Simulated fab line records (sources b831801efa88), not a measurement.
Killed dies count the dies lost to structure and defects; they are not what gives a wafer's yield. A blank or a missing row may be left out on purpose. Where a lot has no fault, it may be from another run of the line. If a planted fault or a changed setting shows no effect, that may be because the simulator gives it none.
Which tool is to blame? / flow gf180mcu / 6 lots, 18 wafers sampled, at 2 steps of a route of 602

## WHAT THE GAUGES READ, wafer by wafer
GF_PSD_CD_MEAS_07 targets a cd of 400 nm.
lot=L230; measured=day 14 10:22; on=cdSem-02; cdNm (nm)=399.4 399.0 399.5
lot=L234; measured=day 15 18:19; on=cdSem-02; cdNm (nm)=402.9 402.6 403.5
lot=L236; measured=day 16 16:43; on=cdSem-01; cdNm (nm)=398.0 397.5 396.9
lot=L239; measured=day 18 05:35; on=cdSem-01; cdNm (nm)=403.9 404.0 404.6
lot=L241; measured=day 18 17:36; on=cdSem-01; cdNm (nm)=397.7 398.9 401.7
lot=L244; measured=day 19 17:56; on=cdSem-01; cdNm (nm)=- - -

## EACH LOT AND THE TOOL THAT RAN IT (in order: tool; ch and the chambers of the sampled wafers; start)
lot=L230; GF_PSD_EXPOSE_04=ilineStepper-02 ch 0, day 14 00:09
lot=L234; GF_PSD_EXPOSE_04=ilineStepper-01 ch 0, day 15 07:37
lot=L236; GF_PSD_EXPOSE_04=ilineStepper-01 ch 0, day 16 05:59
lot=L239; GF_PSD_EXPOSE_04=ilineStepper-01 ch 0, day 17 17:34
lot=L241; GF_PSD_EXPOSE_04=ilineStepper-01 ch 0, day 18 06:10
lot=L244; GF_PSD_EXPOSE_04=ilineStepper-01 ch 0, day 19 05:50
- GF_PSD_EXPOSE_04: exposes mask Pplus, target cd 400 nm.

## THE ANSWER, worked out from the rows above alone
Rule: usual is defined by the lots themselves. Put in order of their means at a reading, lots are off if they are a third of the lots or fewer, leave a main group of 4 or more, and stand apart from it by a gap of 3 or more times the standard deviation of the main group's means; of several such gaps the widest counts. A main group is skipped when, at the precision printed for the reading in the tables above, its means are all equal. A lot without any number at a reading at which 4 lots or more have one is off too. The other lots that the step has rows for count as sound.
Off, at GF_PSD_CD_MEAS_07 on cdNm: L244. Without a number there: L244. Mean 400.7 nm and standard deviation 2.5 in the main group.
If a tool, at a process step before that reading, ran all the lots that are off and no sound lot after the first of them, it fits. The gauges at GF_PSD_CD_MEAS_07 are tried like those tools. 2 tools fit, ilineStepper-01 at GF_PSD_EXPOSE_04 and cdSem-01 at GF_PSD_CD_MEAS_07, so this cannot tell which one it is.

## WHAT THE SIMULATOR HAD PUT IN
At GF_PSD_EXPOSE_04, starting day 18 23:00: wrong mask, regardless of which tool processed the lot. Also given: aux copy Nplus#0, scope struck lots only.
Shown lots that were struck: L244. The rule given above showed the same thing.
